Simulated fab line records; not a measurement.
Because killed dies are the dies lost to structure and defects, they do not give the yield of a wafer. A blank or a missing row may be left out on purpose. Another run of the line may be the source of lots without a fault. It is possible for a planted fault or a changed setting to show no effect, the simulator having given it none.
Which of the tools did it?    flow sfqLine    40 wafers from 14 lots sampled at 4 of the route's 325 steps

== WHAT EACH GAUGE READ, for each wafer ==
SFQ_I1_BOW_MEAS_912.
lot   measured      on            I1_BOW (um)
L221  day 18 08:47  filmMetro-01  -5 -1 -1
L222  day 18 15:06  filmMetro-04  10 -9 8
L223  day 18 20:17  filmMetro-04  11 -1 3
L225  day 19 17:18  filmMetro-03  -21 6 -11
L227  day 20 11:17  filmMetro-01  4 3 -11
L228  day 20 14:17  filmMetro-04  -7 5 -7
L229  day 20 18:05  filmMetro-03  -5 5 8
L230  day 20 23:18  filmMetro-04  7 -3 3
L234  day 22 01:23  filmMetro-03  -11 -15 8
L235  day 22 10:14  filmMetro-01  -4 -9 5
L236  day 22 13:53  filmMetro-01  9
L240  day 24 16:50  filmMetro-03  -1 11 -2
L243  day 26 03:25  filmMetro-01  -7 0 7
L244  day 26 09:25  filmMetro-03  -7 -7 -6

SFQ_I2_OVL_MEAS_918.
lot   measured      on          I2_OVL (nm)
L221  day 30 09:16  overlay-02  3 -1 -5
L222  day 30 11:41  overlay-02  -1 -3 -6
L223  day 30 15:16  overlay-02  -2 6 -3
L225  day 33 12:12  overlay-02  -1 -4 -6
L227  day 33 21:49  overlay-02  -4 -5 -6
L228  day 38 20:56  overlay-01  10 3 -2
L229  day 39 01:45  overlay-02  -1 -1 3
L230  day 39 07:45  overlay-01  5 1 2
L234  day 39 23:41  overlay-01  -3 -1 -4
L235  day 40 10:29  overlay-02  -3 -2 -1
L236  day 40 22:30  overlay-02  7
L240  day 42 03:23  overlay-01  16 12 15
L243  day 42 16:43  overlay-01  1 4 4
L244  day 42 22:49  overlay-01  5 7 2

== WHAT TOOL EACH LOT RAN ON (gives the tool, then ch and the chambers of the sampled wafers, and finally the start) ==
lot   SFQ_TRILAYER_I2_CMP_CMP_064    SFQ_TRILAYER_I2_METRO_MEASURE_065
L221  cmp-01 ch 0,2,3, day 24 01:22  filmMetro-01, day 24 04:41
L222  cmp-01 ch 0,1, day 24 07:22    filmMetro-01, day 24 10:53
L223  cmp-01 ch 0,1,3, day 24 16:22  filmMetro-01, day 24 19:29
L225  cmp-01 ch 1,3, day 33 05:30    filmMetro-02, day 33 08:49
L227  cmp-02 ch 2,3, day 33 14:08    filmMetro-03, day 33 17:16
L228  cmp-01 ch 0,3, day 33 14:30    filmMetro-02, day 33 17:37
L229  cmp-02 ch 0,1,3, day 33 17:08  filmMetro-01, day 33 20:28
L230  cmp-02 ch 1,3, day 33 20:08    filmMetro-03, day 33 23:28
L234  cmp-01 ch 1,2,3, day 34 05:30  filmMetro-03, day 34 08:49
L235  cmp-01 ch 0,1,2, day 34 16:00  filmMetro-02, day 34 17:49
L236  cmp-02 ch 2, day 35 01:38      filmMetro-01, day 35 03:04
L240  cmp-01 ch 1,2, day 35 18:06    filmMetro-03, day 35 21:13
L243  cmp-01 ch 0,2,3, day 36 06:06  filmMetro-02, day 36 09:25
L244  cmp-01 ch 0,1,2, day 36 12:22  filmMetro-02, day 36 14:41
- SFQ_TRILAYER_I2_CMP_CMP_064: polishes SiO2.
- SFQ_TRILAYER_I2_METRO_MEASURE_065

== AS READ BY THE TOOLS THEMSELVES (means over the sampled wafers that have a number; for cases with no such wafer, the mark the record gives instead) ==
SFQ_TRILAYER_I2_CMP_CMP_064.
lot   tool    edgeZonePressureFrac  motorCurrentA (A)  timeToEndpointS (s)
L221  cmp-01  0.999                 10.0               208
L222  cmp-01  1.004                 9.2                220
L223  cmp-01  1.006                 9.7                212
L225  cmp-01  1.003                 10.0               207
L227  cmp-02  0.996                 10.2               213
L228  cmp-01  1.008                 9.6                215
L229  cmp-02  1.001                 11.8               221
L230  cmp-02  0.997                 12.5               214
L234  cmp-01  0.997                 10.2               207
L235  cmp-01  0.998                 9.5                215
L236  cmp-02  0.995                 9.9                217
L240  cmp-01  1.001                 9.9                213
L243  cmp-01  1.000                 9.9                221
L244  cmp-01  1.005                 9.5                222

SFQ_TRILAYER_I2_METRO_MEASURE_065.
lot   tool          thkNm (nm)
L221  filmMetro-01  199.5
L222  filmMetro-01  200.7
L223  filmMetro-01  200.2
L225  filmMetro-02  200.0
L227  filmMetro-03  199.6
L228  filmMetro-02  199.7
L229  filmMetro-01  192.5
L230  filmMetro-03  192.9
L234  filmMetro-03  198.7
L235  filmMetro-02  199.8
L236  filmMetro-01  198.8
L240  filmMetro-03  197.9
L243  filmMetro-02  200.1
L244  filmMetro-02  197.9

== THE ANSWER, worked out from the rows above alone ==
Rule: what is usual is taken from the lots themselves. The widest of any qualifying gaps counts: lots, ordered by their means at a reading, are off when they make up no more than a third of the lots, leave a main group of 4 or more, and stand apart from it by 3 or more times the standard deviation of that group's means. Not used: any main group whose means are identical at the precision the tables above print for the reading. Also off: a lot with no number at a reading for which 4 or more lots have one. Any other lot the step has rows for is counted as sound. Order of review: gauges by route order, followed by the tools' own readings, for which a lot's mean as printed above is used. The first step at which some lot is off is used, and at that step the reading that is off furthest; a lot without a number counts as furthest.
Off: L229, L230 (SFQ_TRILAYER_I2_CMP_CMP_064, motorCurrentA). Main group: mean 9.8 A, sd 0.29.
If a tool, at that step or one of the process steps before it, ran each lot that is off and ran no sound lot following the first of them, it fits. None of those tried fits.

== WHAT WAS PUT IN BY THE SIMULATOR ==
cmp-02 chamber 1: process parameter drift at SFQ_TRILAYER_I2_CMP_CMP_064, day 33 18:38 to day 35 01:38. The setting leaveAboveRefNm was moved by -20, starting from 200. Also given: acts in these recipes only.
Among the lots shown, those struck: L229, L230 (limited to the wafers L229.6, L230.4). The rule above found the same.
